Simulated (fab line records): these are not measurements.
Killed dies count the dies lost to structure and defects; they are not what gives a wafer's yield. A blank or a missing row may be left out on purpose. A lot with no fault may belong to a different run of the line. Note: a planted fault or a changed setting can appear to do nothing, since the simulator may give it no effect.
8D (eight disciplines) problem report, filled in by code || flow gf180mcu || the parts of the form that need people (team, actions taken, sign-off) are left out

== 1. THE ISSUE ==
Across 3 wafers from 2 lots, CONTACT_W_RS at GF_CONTACT_RS_MEAS_25 averages 0.441 ohm/sq, while fault-free wafers read 0.379 ohm/sq with a standard deviation of 0.0041. That is +15 standard deviations from the usual mean.
The step: measures by four-point-probe.
The first sign was on wafer L824.4 at day 21 23:02, on filmMetro-03. The record has a number at this step for 36 wafers belonging to 12 lots. Rule for "out" (also "out of limits"): further than 4 standard deviations from the usual mean. The rest of the wafers with a number are treated as sound.

== 2. WHAT IT IS; WHAT IT IS NOT ==
{"question": "which readings at this step", "is": "CONTACT_W_RS", "is not": "-"}
{"question": "which lots", "is": "L824, L826", "is not": "L808, L809, L812, L814, L816, L819, L820, L822, L830, L831"}
{"question": "which wafers of those lots", "is": "L824.4, L826.4, L826.5", "is not": "L824.1, L824.3, L826.6"}
{"question": "read on which gauges", "is": "filmMetro-03", "is not": "filmMetro-01, filmMetro-04"}
{"question": "when", "is": "from day 21 23:02", "is not": "up to then (26 sound wafers); but 7 sound wafers of L826, L830, L831 came after"}

== 3. SUSPECTS, AND WHAT RULES EACH OUT ==
Counting: if a tool at a process step up to the reading ran every lot that is out, it stays a suspect. Sound lots after the first of them don't rule it out here, since some wafers of a struck lot are sound.
- the gauge at GF_CONTACT_RS_MEAS_25: ruled out. All the wafers that are out were read on filmMetro-03, but those of them that GF_CONTACT_CVD_24 has rows for are out there too, on other tools.
- cvdW-02 at GF_CONTACT_CVD_24 (deposits W, target thk 300 nm, time 90.339 s): kept. Ran every lot that is out, first one L824 (day 21 22:56); last sound lot up to then L814 (day 18 10:40). Its own readings are out on those wafers: susceptorTempC.
- Within cvdW-02 at GF_CONTACT_CVD_24: the wafers that are out ran in chamber 0; their sound lot-mates ran in chamber 1.
The count leaves cvdW-02 at GF_CONTACT_CVD_24.

== 4. THE CAUSE (what the simulator had put in) ==
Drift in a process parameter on cvdW-02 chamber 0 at GF_CONTACT_CVD_24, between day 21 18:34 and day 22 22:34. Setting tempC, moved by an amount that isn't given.
Counting left only this tool.

== 5. THE EFFECT CHAIN, in route order ==
Each row: a reading whose mean over the struck wafers that have a number lies more than 3 standard deviations from the usual. Only readings whose record carries a usual standard deviation are examined. hours: median over the lots of the time between each lot's start at the first step of this table that gives one and its start at this step. sigmas: the change, counted in usual standard deviations.
{"hours": 0, "step": "GF_CONTACT_CVD_24", "reading": "susceptorTempC", "usual": "399.96 C", "on struck wafers": 391.38, "change": -8.58, "sigmas": -39}
{"hours": 0, "step": "GF_CONTACT_RS_MEAS_25", "reading": "CONTACT_W_RS", "usual": "0.379 ohm/sq", "on struck wafers": 0.441, "change": "+0.062", "sigmas": "+15"}
{"hours": 0, "step": "GF_CONTACT_THK_MEAS_26", "reading": "CONTACT_W_THK", "usual": "315 nm", "on struck wafers": 271, "change": -44, "sigmas": -8.6}
The process steps in it:
- GF_CONTACT_CVD_24: deposits W, target thk 300 nm, time 90.339 s.
At these later measuring or inspecting steps, every struck wafer for which the step has a row has a number for every such reading, and none has moved that far: GF_M1_THK_MEAS_06.

== 6. WHAT WOULD HAVE CAUGHT IT SOONER ==
Counted from the fault's start at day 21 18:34, it took 4 hours until the first out-of-limits reading at a measuring or inspecting step in this record, taken at day 21 23:02.
The tool's own readings at GF_CONTACT_CVD_24 were out on every struck wafer that the step has a row for (susceptorTempC): an alarm limit on them would have fired on the first of those.
L826, from the lots that are out (2), started GF_CONTACT_CVD_24 on cvdW-02 later than day 21 23:02. Putting the tool on hold at that point would have spared it.
